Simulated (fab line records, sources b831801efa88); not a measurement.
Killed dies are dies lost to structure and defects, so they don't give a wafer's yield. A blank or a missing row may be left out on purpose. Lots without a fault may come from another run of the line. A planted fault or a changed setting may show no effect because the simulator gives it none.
Which tool did it? | flow sfq_line | 14 lots, 42 wafers sampled, at 1 step of a route of 325

WHAT THE GAUGES READ, wafer by wafer
The record holds no reading of a measuring or inspecting step that can be judged against a usual standard deviation.

WHICH TOOL RAN EACH LOT (tool, then ch and the chambers of the sampled wafers, then the start)
lot  | SFQ_TRILAYER_I1_VIA_LITHO_COAT_049
L967 | litho_track-01 ch 0, day 18 02:23
L968 | litho_track-04 ch 0, day 18 10:21
L970 | litho_track-03 ch 0, day 19 06:29
L971 | litho_track-01 ch 0, day 19 17:47
L975 | litho_track-04 ch 0, day 21 22:05
L976 | litho_track-03 ch 0, day 22 01:05
L979 | litho_track-01 ch 0, day 22 20:47
L982 | litho_track-03 ch 0, day 24 05:01
L983 | litho_track-03 ch 0, day 24 06:17
L984 | litho_track-01 ch 0, day 24 08:01
L987 | litho_track-04 ch 0, day 32 11:15
L988 | litho_track-01 ch 0, day 33 00:12
L989 | litho_track-04 ch 0, day 33 03:19
L990 | litho_track-03 ch 0, day 33 15:28
- SFQ_TRILAYER_I1_VIA_LITHO_COAT_049: resist thk 650 nm.

WHAT THE TOOLS THEMSELVES READ (means of the sampled wafers that have a number; where no wafer has one, the mark that the record gives instead)
SFQ_TRILAYER_I1_VIA_LITHO_COAT_049. Usual: spin_speed_rpm 2999.6 rpm, standard deviation 2.1.
lot  | tool           | spin_speed_rpm (rpm) | flag
L967 | litho_track-01 | 3000.4               |
L968 | litho_track-04 | 3000.3               |
L970 | litho_track-03 | 2998.3               |
L971 | litho_track-01 | 2998.3               |
L975 | litho_track-04 | 2999.1               |
L976 | litho_track-03 | 2998.4               |
L979 | litho_track-01 | 2999.3               |
L982 | litho_track-03 | 2937.3               | OFF
L983 | litho_track-03 | 2939.3               | OFF
L984 | litho_track-01 | 2997.6               |
L987 | litho_track-04 | 2997.6               |
L988 | litho_track-01 | 2998.7               |
L989 | litho_track-04 | 3000.2               |
L990 | litho_track-03 | 3000.8               |

THE ANSWER, worked out from the rows above alone
Rule: a lot is off if the mean of its wafers that have a number lies more than 3 standard deviations from the usual mean. A lot without any number at a reading at which 4 lots or more have one is off too. The other lots that the step has rows for count as sound. The gauges are gone through in route order, then the tools' own readings, and for those a lot's mean is taken as printed above. The first step at which some lot is off is used, and at that step the reading that is off furthest; a lot without a number counts as furthest.
Off: L982, L983, at SFQ_TRILAYER_I1_VIA_LITHO_COAT_049 (spin_speed_rpm).
A tool fits if, at that step or a process step before it, it ran every lot that is off, and no sound lot after the first of them. None of those tried fits.

WHAT THE SIMULATOR HAD PUT IN
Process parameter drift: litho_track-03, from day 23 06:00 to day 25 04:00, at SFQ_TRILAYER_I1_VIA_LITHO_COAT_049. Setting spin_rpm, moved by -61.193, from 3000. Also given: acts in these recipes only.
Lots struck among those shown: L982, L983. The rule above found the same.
